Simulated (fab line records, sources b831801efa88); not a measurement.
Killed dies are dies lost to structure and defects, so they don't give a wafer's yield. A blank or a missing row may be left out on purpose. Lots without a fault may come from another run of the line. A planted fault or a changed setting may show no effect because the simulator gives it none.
fab line records | flow sky130
record lots=10 wafers=30 last_day=50
route steps=708 shown VT_ADJUST_HVTP@95 SONOS_ONO@173 POLY_GATE@217 LDD_N@253 POLY_CUT@318 PAD_OPEN@708
lots that met no fault: from a run of the same line without faults
start_h: hours from the record's first day to the start of the lot's first wafer shown | wait_h: hours since the lot's step before | " the same as in the row above | L1.1+2: a row that stands for several wafers | - no value, or no start given | * or withheld: withheld | < > ~ a bound
route shown NAME@n: a module of which the file shows steps, and the number in the route of the first | usual: mean/standard deviation of fault-free wafers | same: alike in all rows | chamber/n: place in a boat | sites: the reading at each site | _std_site: their standard deviation | _edge_site: outer sites' mean less inner sites' | radius_mm: how far each site lies from the wafer's centre | mask NAME#n: copy n | behind: the tool/chamber that last shaped the wafer | hold: why the lot was held/for how many hours/how that ended | device: the transistor (n, p or np) that didn't switch | end of line: the same wafers' tests at the end of the route | a step without rows: its recipe alone | killed: dies lost to structure and defects at the first sort, not the wafer's yield | map: a wafer's dies, x killed, . not, _ none there
set.NAME: the setting as run; set.NAME@STEP: as run at that earlier step | model.NAME: the simulator's own value behind a step, which no gauge read
steps of the route over a sample of lots; a table a step, a row a wafer
services: from which hour (start_h, from the record's first day; less than 0 if before it) a tool's chamber was out of use, for how many hours, and why
## steps
# step SKY_VT_ADJUST_HVTP_STRIP_10
# recipe chemistry=O2/N2 power_w=1400 pressure_mtorr=1500 platen_temp_c=withheld o2_flow_sccm=3000 n2_flow_sccm=300 overash_fraction=0.5
# usual drypump_motor_current_A=5.5/0.32 o2_flow_sccm=2999/8.9 oes_product_au=0.715/0.0045 strip_time_to_endpoint_s=14.19/0.036
# columns lot.wafer tool chamber start_h wait_h drypump_motor_current_A o2_flow_sccm oes_product_au rf_hours_counter_h strip_time_to_endpoint_s
L263.1 plasma_asher-04 1 143.93 0.1 5.0 3010 0.716 45 14.20
L263.3 " 1 " " 5.0 2991 0.715 - 14.17
L263.6 " 0 " " 6.0 2999 0.713 - 14.21
L265.1 plasma_asher-02 0 155.78 0.1 5.6 3001 0.709 4 14.12
L265.3 " 1 " " 5.2 2996 0.712 - 14.17
L265.4 " 0 " " 5.7 3004 0.718 - 14.16
L268.1 plasma_asher-02 1 172.28 0.1 5.2 3006 0.712 5 14.14
L268.2 " 0 " " 5.6 2985 0.714 5 14.14
L268.4 " 1 " " 5.3 2999 0.721 - 14.16
L269.2 plasma_asher-04 1 180.58 0.1 5.0 2986 0.720 48 14.15
L269.5 " 1 " " 5.1 2989 0.709 - 14.14
L269.6 " 0 " " 6.0 2991 0.715 - 14.14
L270.3 plasma_asher-04 1 193.16 0.1 5.0 3011 0.714 - 14.16
L270.4 " 0 " " 6.0 2994 0.717 - 14.15
L270.5 " 1 " " 5.0 2990 0.718 - 14.19
L278.3 plasma_asher-02 0 238.86 0.1 5.6 2996 0.720 - 14.19
L278.4 " 1 " " 5.3 3000 0.730 - 14.19
L278.6 " 0 " " 5.7 3002 0.712 - 14.16
L279.1 plasma_asher-04 0 241.04 0.1 6.0 2998 0.718 54 14.20
L279.2 " 1 " " 5.1 3024 0.702 54 14.17
L279.4 " 0 " " 6.0 3005 0.719 - 14.14
L280.1 plasma_asher-02 1 246.69 0.1 5.3 3000 0.714 12 14.25
L280.2 " 0 " " 5.6 3002 0.704 12 14.22
L280.4 " 0 " " 5.6 2995 0.722 - 14.25
L281.3 plasma_asher-02 1 252.53 0.1 5.3 2990 0.719 - 14.19
L281.5 " 0 " " 5.6 2990 0.722 - 14.22
L281.6 " 1 " " 5.2 2984 0.719 - 14.21
L283.1 plasma_asher-04 0 266.83 0.1 6.0 2998 0.718 57 14.21
L283.3 " 0 " " 6.0 3007 0.717 - 14.15
L283.6 " 1 " " 5.0 2998 0.709 - 14.23
# step SKY_SONOS_ONO_THK_MEAS_05
# recipe reads=SiO2_of_SONOS_ONO_CVD_04
# usual SONOS_ONO_CVD_04_THK=5.66/0.11
# columns lot.wafer tool chamber start_h wait_h SONOS_ONO_CVD_04_THK[nm]
L263.1 film_metro-01 - 281.72 0.0 5.49
L263.3 " - " " 5.53
L263.6 " - " " 5.43
L265.1 film_metro-03 - 297.40 0.0 5.52
L265.3 " - " " 5.61
L265.4 " - " " 5.53
L268.1 film_metro-04 - 317.57 0.0 5.54
L268.2 " - " " 5.52
L268.4 " - " " 5.58
L269.2 film_metro-03 - 325.06 0.0 5.81
L269.5 " - " " 5.69
L269.6 " - " " 5.81
L270.3 film_metro-03 - 343.12 0.0 5.71
L270.4 " - " " 5.79
L270.5 " - " " 5.77
L278.3 film_metro-04 - 401.57 0.0 5.67
L278.4 " - " " 5.77
L278.6 " - " " 5.60
L279.1 film_metro-04 - 403.81 0.0 5.90
L279.2 " - " " 5.78
L279.4 " - " " 5.76
L280.1 film_metro-01 - 408.07 0.0 5.57
L280.2 " - " " 5.53
L280.4 " - " " 5.60
L281.3 film_metro-04 - 418.24 0.0 5.71
L281.5 " - " " 5.45
L281.6 " - " " 5.62
L283.1 film_metro-04 - 438.14 0.0 5.76
L283.3 " - " " 5.60
L283.6 " - " " 5.78
# step SKY_POLY_GATE_CVD_03
# recipe material=Si3N4 precursor=DCS/NH3 target_thk_nm=75 temp_c=770 time_s=1290 pressure_mtorr=250
# columns lot.wafer tool chamber start_h wait_h
L263.1+3+6 lpcvd-02 0 369.40 0.0
L265.1+3+4 lpcvd-02 1 386.96 1.7
L268.1+2+4 lpcvd-02 1 409.01 0.9
L269.2+5+6 lpcvd-02 0 414.50 0.0
L270.3+4+5 lpcvd-02 1 437.80 0.0
L278.3+4+6 lpcvd-02 1 499.02 0.2
L279.1+2+4 lpcvd-02 1 503.18 0.0
L280.1+2+4 lpcvd-02 1 514.50 0.0
L281.3+5+6 lpcvd-02 1 518.11 1.3
L283.1+3+6 lpcvd-02 0 534.55 0.0
# step SKY_POLY_GATE_THK_MEAS_04
# recipe reads=Si3N4_of_POLY_GATE_CVD_03
# usual POLY_GATE_CVD_03_THK=75.2/0.76
# columns lot.wafer tool chamber start_h wait_h POLY_GATE_CVD_03_THK[nm]
L263.1 film_metro-01 - 370.76 0.0 74.2
L263.3 " - " " 74.3
L263.6 " - " " 74.5
L265.1 film_metro-04 - 388.32 0.0 74.8
L265.3 " - " " 74.8
L265.4 " - " " 75.2
L268.1 film_metro-04 - 410.37 0.0 135.3
L268.2 " - " " 136.5
L268.4 " - " " 135.8
L269.2 film_metro-02 - 415.87 0.0 136.1
L269.5 " - " " 135.6
L269.6 " - " " 136.8
L270.3 film_metro-04 - 439.18 0.0 136.3
L270.4 " - " " 136.3
L270.5 " - " " 135.9
L278.3 film_metro-02 - 500.40 0.0 76.7
L278.4 " - " " 75.9
L278.6 " - " " 76.1
L279.1 film_metro-01 - 504.54 0.0 74.9
L279.2 " - " " 74.8
L279.4 " - " " 74.3
L280.1 film_metro-04 - 515.86 0.0 75.0
L280.2 " - " " 74.8
L280.4 " - " " 74.7
L281.3 film_metro-02 - 519.49 0.0 74.6
L281.5 " - " " 75.0
L281.6 " - " " 75.1
L283.1 film_metro-01 - 535.90 0.0 75.7
L283.3 " - " " 75.7
L283.6 " - " " 74.9
# step SKY_POLY_GATE_ETCH_16
# recipe stop_on=poly-Si chemistry=CH3F/O2 target=Si3N4 source_w=400 bias_w=80 pressure_mtorr=25 ch3f_flow_sccm=40 O2_flow_sccm=30 time_s=147.5 target_depth_a=750
# usual drypump_motor_current_A=5.9/0.4 oes_product_au=0.642/0.0051 rf_fwd_power_W=398.3/1.4 throttle_valve_pct=10.535/0.009
# same time_s=147.5
# columns lot.wafer tool chamber start_h wait_h drypump_motor_current_A oes_product_au rf_fwd_power_W rf_hours_counter_h throttle_valve_pct
L263.1 rie_diel-02 1 399.26 0.0 5.9 0.640 399.1 14 10.523
L263.3 " 2 " " 5.6 0.645 399.3 8 10.542
L263.6 " 1 " " 5.9 0.643 399.4 - 10.533
L265.1 rie_diel-02 0 417.86 0.0 5.7 0.643 396.9 6 10.545
L265.3 " 2 " " 5.6 0.638 397.2 8 10.550
L265.4 " 3 " " 5.8 0.645 396.1 2 10.540
L268.1 rie_diel-04 3 440.69 0.0 5.5 0.850 398.4 89 10.563
L268.2 " 0 " " 5.6 0.857 396.3 64 10.553
L268.4 " 2 " " 6.3 0.854 397.3 1 10.557
L269.2 rie_diel-04 1 446.51 0.0 6.6 0.856 400.0 75 10.563
L269.5 " 0 " " 5.6 0.856 398.7 - 10.569
L269.6 " 1 " " 6.7 0.856 400.6 - 10.564
L270.3 rie_diel-02 1 469.78 0.0 5.9 0.861 397.2 15 10.558
L270.4 " 0 " " 5.6 0.851 399.8 7 10.562
L270.5 " 2 " " 5.6 0.852 395.8 - 10.556
L278.3 rie_diel-02 3 530.83 0.0 5.8 0.645 399.1 4 10.521
L278.4 " 3 " " 5.8 0.642 398.2 - 10.529
L278.6 " 2 " " 5.6 0.639 398.5 - 10.530
L279.1 rie_diel-04 2 535.38 0.0 6.3 0.638 400.5 3 10.539
L279.2 " 1 " " 6.7 0.634 400.6 77 10.531
L279.4 " 3 " " 5.5 0.631 398.7 0 10.519
L280.1 rie_diel-03 0 546.58 0.0 5.7 0.638 399.6 57 10.528
L280.2 " 1 " " 5.7 0.644 396.5 36 10.541
L280.4 " 3 " " 5.5 0.637 396.4 2 10.537
L281.3 rie_diel-04 0 550.02 0.0 5.6 0.642 400.8 66 10.524
L281.5 " 0 " " 5.6 0.638 397.7 - 10.539
L281.6 " 3 " " 5.5 0.636 397.7 - 10.535
L283.1 rie_diel-02 1 566.26 0.0 5.9 0.639 399.1 17 10.546
L283.3 " 3 " " 5.8 0.643 395.5 5 10.520
L283.6 " 3 " " 5.8 0.646 396.1 - 10.555
# step SKY_LDD_N_STRIP_16
# recipe chemistry=O2/N2 power_w=1400 pressure_mtorr=1500 platen_temp_c=withheld o2_flow_sccm=3000 n2_flow_sccm=300 overash_fraction=0.5
# usual drypump_motor_current_A=5.56/0.24 o2_flow_sccm=3000/10 oes_product_au=0.407/0.0045 strip_time_to_endpoint_s=4.318/0.014
# columns lot.wafer tool chamber start_h wait_h drypump_motor_current_A o2_flow_sccm oes_product_au rf_hours_counter_h strip_time_to_endpoint_s
L263.1 plasma_asher-02 0 433.42 0.1 5.63 3001 0.403 31 4.338
L263.3 " 1 " " 5.26 2983 0.405 - 4.308
L263.6 " 0 " " 5.61 2988 0.406 - 4.304
L265.1 plasma_asher-02 0 451.11 0.1 5.62 3021 0.411 33 4.331
L265.3 " 1 " " 5.24 3007 0.403 - 4.314
L265.4 " 0 " " 5.63 3005 0.410 - 4.313
L268.1 plasma_asher-01 1 478.97 0.1 5.62 2988 0.408 4 4.328
L268.2 " 0 " " 5.70 2998 0.412 4 4.333
L268.4 " 1 " " 5.60 2984 0.409 - 4.318
L269.2 plasma_asher-02 1 481.02 0.1 5.26 2999 0.405 36 4.333
L269.5 " 0 " " 5.64 3004 0.411 - 4.333
L269.6 " 1 " " 5.26 3001 0.406 - 4.339
L270.3 plasma_asher-02 0 504.31 0.1 5.62 3001 0.411 - 4.317
L270.4 " 1 " " 5.24 3000 0.405 - 4.322
L270.5 " 1 " " 5.25 3002 0.410 - 4.307
L278.3 plasma_asher-01 0 563.62 0.1 5.71 3008 0.412 - 4.314
L278.4 " 1 " " 5.65 3004 0.397 - 4.311
L278.6 " 1 " " 5.61 3008 0.408 - 4.338
L279.1 plasma_asher-01 1 568.05 0.1 5.64 3009 0.412 13 4.330
L279.2 " 0 " " 5.72 2995 0.414 13 4.330
L279.4 " 0 " " 5.72 2986 0.410 - 4.326
L280.1 plasma_asher-01 1 578.65 0.1 5.62 3003 0.404 14 4.308
L280.2 " 0 " " 5.70 3008 0.403 14 4.335
L280.4 " 1 " " 5.62 3007 0.408 - 4.309
L281.3 plasma_asher-03 0 582.44 0.1 5.05 3004 0.405 - 4.315
L281.5 " 0 " " 5.07 3006 0.411 - 4.314
L281.6 " 1 " " 5.88 3000 0.408 - 4.314
L283.1 plasma_asher-01 0 598.67 0.1 5.73 2995 0.405 16 4.312
L283.3 " 1 " " 5.62 3027 0.407 - 4.340
L283.6 " 1 " " 5.63 3009 0.403 - 4.307
# step SKY_POLY_CUT_ETCH_11
# recipe target=Si3N4 chemistry=CF4/CH2F2/Ar stop_on=poly-Si source_w=600 bias_w=150 pressure_mtorr=40 cf4_flow_sccm=40 ch2f2_flow_sccm=20 Ar_flow_sccm=150 time_s=42.5 target_depth_a=600
# usual drypump_motor_current_A=5.9/0.4 oes_product_au=0.831/0.0062 rf_fwd_power_W=593.2/2.9 throttle_valve_pct=14.994/0.0097
# same time_s=42.5
# columns lot.wafer tool chamber start_h wait_h drypump_motor_current_A oes_product_au rf_fwd_power_W rf_hours_counter_h throttle_valve_pct
L263.1 rie_diel-02 0 587.72 0.0 5.7 0.829 587.3 9 14.988
L263.3 " 1 " " 5.9 0.833 593.6 18 15.000
L263.6 " 3 " " 5.8 0.830 589.3 - 14.987
L265.1 rie_diel-01 3 604.52 0.0 5.6 0.835 595.0 62 14.998
L265.3 " 1 " " 6.6 0.830 592.6 0 14.989
L265.4 " 0 " " 5.4 0.832 590.6 69 14.990
L268.1 rie_diel-01 1 629.80 0.0 6.6 1.005 591.4 1 15.018
L268.2 " 0 " " 5.4 0.973 593.9 0 15.015
L268.4 " 3 " " 5.6 0.999 595.1 62 15.005
L269.2 rie_diel-01 2 634.72 0.0 6.0 1.016 596.2 49 15.003
L269.5 " 1 " " 6.6 1.008 592.4 - 15.002
L269.6 " 2 " " 6.0 1.013 596.0 - 14.995
L270.3 rie_diel-04 1 653.57 0.0 6.7 0.977 598.0 1 14.994
L270.4 " 2 " " 6.3 0.987 592.0 6 15.015
L270.5 " 2 " " 6.3 0.998 590.3 - 15.005
L278.3 rie_diel-02 3 711.92 0.0 5.8 0.835 589.5 8 15.007
L278.4 " 1 " " 5.9 0.823 593.0 21 15.002
L278.6 " 1 " " 5.9 0.834 596.5 - 14.990
L279.1 rie_diel-04 2 716.12 0.0 6.3 0.830 594.6 7 14.998
L279.2 " 0 " " 5.6 0.827 592.0 1 14.975
L279.4 " 3 " " 5.5 0.831 595.3 4 14.991
L280.1 rie_diel-02 2 722.77 0.0 5.6 0.828 588.5 14 15.009
L280.2 " 1 " " 5.9 0.831 594.8 21 14.995
L280.4 " 3 " " 5.8 0.826 590.8 8 14.990
L281.3 rie_diel-01 1 727.07 0.0 6.5 0.825 594.6 3 14.990
L281.5 " 0 " " 5.4 0.834 594.7 - 15.008
L281.6 " 3 " " 5.6 0.824 593.6 - 15.003
L283.1 rie_diel-02 1 744.47 0.0 5.9 0.834 593.1 21 14.985
L283.3 " 2 " " 5.6 0.835 590.4 14 14.991
L283.6 " 0 " " 5.6 0.825 592.5 - 14.985
# step SKY_PAD_OPEN_PROBE_99
# usual killed_at_M0_to_M3=45/7.1 killed_at_M4_up=3.0/1.8 killed_at_contacts=24/5.4 killed_at_front_end=16/4.9 killed_at_other=0.3/0.63 killed_dies=88/11 killed_on_rim=17/3.4 killed_open=47/7.4 killed_short=40/7
# same gross_dies=492 killed_at_back_side=0
# columns lot.wafer tool chamber start_h wait_h killed_at_M0_to_M3 killed_at_M4_up killed_at_contacts killed_at_front_end killed_at_other killed_dies killed_on_rim killed_open killed_short
L263.1 prober-02 - 1094.47 0.1 46 1 24 19 0 90 17 59 31
L263.3 prober-02 - 1094.57 0.2 48 5 26 14 1 94 22 53 41
L263.6 prober-02 - 1094.72 0.2 58 3 19 14 0 94 14 49 45
L268.1 prober-02 - 1125.62 0.1 40 1 18 433 0 492 96 41 31
L268.2 prober-02 - 1125.67 0.1 44 1 21 426 0 492 96 45 44
L268.4 prober-02 - 1125.77 0.2 45 3 25 419 0 492 96 46 36
L269.2 prober-02 - 1129.13 0.1 47 4 22 419 0 492 96 50 33
L269.5 prober-02 - 1129.28 0.2 49 1 15 426 1 492 96 43 43
L269.6 prober-02 - 1129.33 0.2 42 5 21 424 0 492 96 41 34
L270.3 prober-01 - 1140.12 0.2 55 4 20 413 0 492 96 52 47
L270.4 prober-01 - 1140.17 0.2 51 1 25 415 0 492 96 54 43
L270.5 prober-01 - 1140.22 0.2 53 1 26 412 0 492 96 51 40
# killed by level:class
L263.1 VIA1:geometric_particle:open=15 CONTACT:geometric_particle:open=9 VIA2:geometric_particle:open=8 POLY_GATE:geometric_particle:open=6 VIA3:geometric_particle:open=6 FIELD_ISO:geometric_particle:short=5 LI_CONTACT:geometric_particle:open=5 LOCAL_INTERCONNECT:geometric_particle:short=5
L263.3 CONTACT:geometric_particle:open=9 VIA1:geometric_particle:open=9 VIA2:geometric_particle:open=7 VIA2:geometric_particle:short=6 FIELD_ISO:geometric_particle:short=6 LI_CONTACT:geometric_particle:open=6 VIA3:geometric_particle:open=6 LI_CONTACT:geometric_particle:short=4
L263.6 VIA1:geometric_particle:open=11 METAL2:geometric_particle:short=9 VIA2:geometric_particle:open=9 CONTACT:geometric_particle:open=7 METAL1:geometric_particle:short=7 VIA2:geometric_particle:short=6 LI_CONTACT:geometric_particle:open=5 VIA3:geometric_particle:open=5
L268.1 POLY_CUT:area_etch=420 VIA1:geometric_particle:open=11 VIA3:geometric_particle:open=7 CONTACT:geometric_particle:open=7 FIELD_ISO:geometric_particle:short=6 VIA2:geometric_particle:open=5 VIA1:geometric_particle:short=4 LI_CONTACT:geometric_particle:open=4
L268.2 POLY_CUT:area_etch=403 CONTACT:geometric_particle:open=9 VIA1:geometric_particle:open=9 VIA2:geometric_particle:open=7 METAL3:geometric_particle:short=7 POLY_GATE:geometric_particle:short=6 FIELD_ISO:geometric_particle:short=5 METAL1:geometric_particle:short=5
L268.4 POLY_CUT:area_etch=409 VIA1:geometric_particle:open=11 VIA3:geometric_particle:open=9 CONTACT:geometric_particle:open=7 LI_CONTACT:geometric_particle:open=7 VIA1:geometric_particle:short=7 METAL1:geometric_particle:short=6 VIA2:geometric_particle:open=5
L269.2 POLY_CUT:area_etch=409 VIA1:geometric_particle:open=14 VIA3:geometric_particle:open=9 CONTACT:geometric_particle:open=8 LI_CONTACT:geometric_particle:open=7 METAL1:geometric_particle:short=5 METAL2:geometric_particle:short=4 POLY_GATE:geometric_particle:short=4
L269.5 POLY_CUT:area_etch=406 METAL1:geometric_particle:short=9 VIA1:geometric_particle:open=8 METAL2:geometric_particle:short=7 VIA3:geometric_particle:open=7 FIELD_ISO:geometric_particle:short=6 VIA2:geometric_particle:open=6 POLY_GATE:geometric_particle:short=5
L269.6 POLY_CUT:area_etch=417 VIA2:geometric_particle:open=11 VIA1:geometric_particle:open=9 CONTACT:geometric_particle:open=7 LI_CONTACT:geometric_particle:open=6 METAL1:geometric_particle:short=6 METAL2:geometric_particle:short=5 LOCAL_INTERCONNECT:geometric_particle:short=4
L270.3 POLY_CUT:area_etch=393 VIA1:geometric_particle:open=11 CONTACT:geometric_particle:open=9 FIELD_ISO:geometric_particle:short=8 FIELD_ISO:geometric_particle:open=6 VIA2:geometric_particle:open=6 VIA3:geometric_particle:open=6 METAL2:geometric_particle:short=5
L270.4 POLY_CUT:area_etch=395 CONTACT:geometric_particle:open=13 VIA1:geometric_particle:open=12 VIA1:geometric_particle:short=7 VIA2:geometric_particle:open=7 LI_CONTACT:geometric_particle:open=6 FIELD_ISO:geometric_particle:short=5 VIA3:geometric_particle:open=5
L270.5 POLY_CUT:area_etch=401 VIA1:geometric_particle:open=16 METAL2:geometric_particle:short=9 LI_CONTACT:geometric_particle:open=8 CONTACT:geometric_particle:open=7 VIA1:geometric_particle:short=6 METAL1:geometric_particle:short=5 VIA3:geometric_particle:short=5
## services
# columns tool chamber start_h hours kind
rie_diel-02 1 137.49 4.7 repair
plasma_asher-02 - 180.17 11.2 repair
plasma_asher-02 - 192.33 2.3 repair
rie_diel-04 - 193.29 0.6 repair
lpcvd-02 - 212.49 7.5 repair
plasma_asher-02 - 285.86 2.8 pm
lpcvd-02 - 317.78 1.0 repair
lpcvd-02 - 326.41 6.1 pm
rie_diel-02 1 333.56 1.2 repair
rie_diel-02 0 424.68 7.7 repair
rie_diel-02 - 453.95 2.8 pm
lpcvd-02 - 507.42 0.7 repair
plasma_asher-02 - 510.40 1.7 repair
rie_diel-02 1 527.48 17.8 repair
plasma_asher-02 - 540.37 0.8 repair
rie_diel-02 2 562.18 18.7 repair
plasma_asher-02 - 611.40 4.5 repair
rie_diel-02 0 612.47 11.0 repair
rie_diel-02 3 644.05 9.2 repair
rie_diel-02 3 657.98 4.8 repair
rie_diel-02 2 668.04 10.4 repair
rie_diel-02 3 687.11 3.3 repair
rie_diel-02 1 694.13 7.5 repair
plasma_asher-02 - 742.67 0.7 repair
## key
first_sign step=SKY_POLY_GATE_THK_MEAS_04 reading=POLY_GATE_CVD_03_THK direction=up sigmas=80 usual=75.2 struck=136.1
effect step=SKY_POLY_GATE_ETCH_16 reading=oes_product_au direction=up sigmas=42 usual=0.642 struck=0.855
effect step=SKY_POLY_CUT_ETCH_11 reading=oes_product_au direction=up sigmas=27 usual=0.831 struck=0.997
effect step=SKY_PAD_OPEN_PROBE_99 reading=killed_at_front_end direction=up sigmas=82 usual=16 struck=421
more_kills_born_at SKY_POLY_CUT_ETCH_11@rie_diel-01=2464 SKY_POLY_CUT_ETCH_11@rie_diel-04=1189
met_at SKY_POLY_GATE_CVD_03
struck_lots L268,L269,L270
later_rows_left_out L268.1,L268.2,L268.4,L269.2,L269.5,L269.6,L270.3,L270.4,L270.5
tester_left_out L268,L269,L270
not_acting_at SKY_VT_ADJUST_HVTP_STRIP_10,SKY_SONOS_ONO_THK_MEAS_05,SKY_LDD_N_STRIP_16
onset_between 386.96 409.01
fault kind=process_parameter_drift tool=lpcvd-02 chamber=- onset_h=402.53 steps=SKY_POLY_GATE_CVD_03 channel=target_thk_nm offset=61.392 shape=step end_h=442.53 acts_in=these_recipes_only stated=75
# tester_left_out: of these lots the tester's yield and bins aren't shown, on N5 and GAA mostly nor the transistor test; their killed dies are dies lost to structure and defects alone, not to doping, threshold or leakage, so they don't give the yield
# later_rows_left_out: the simulator's readings of these wafers behind a module that went badly wrong aren't trusted and aren't shown, but for the sort
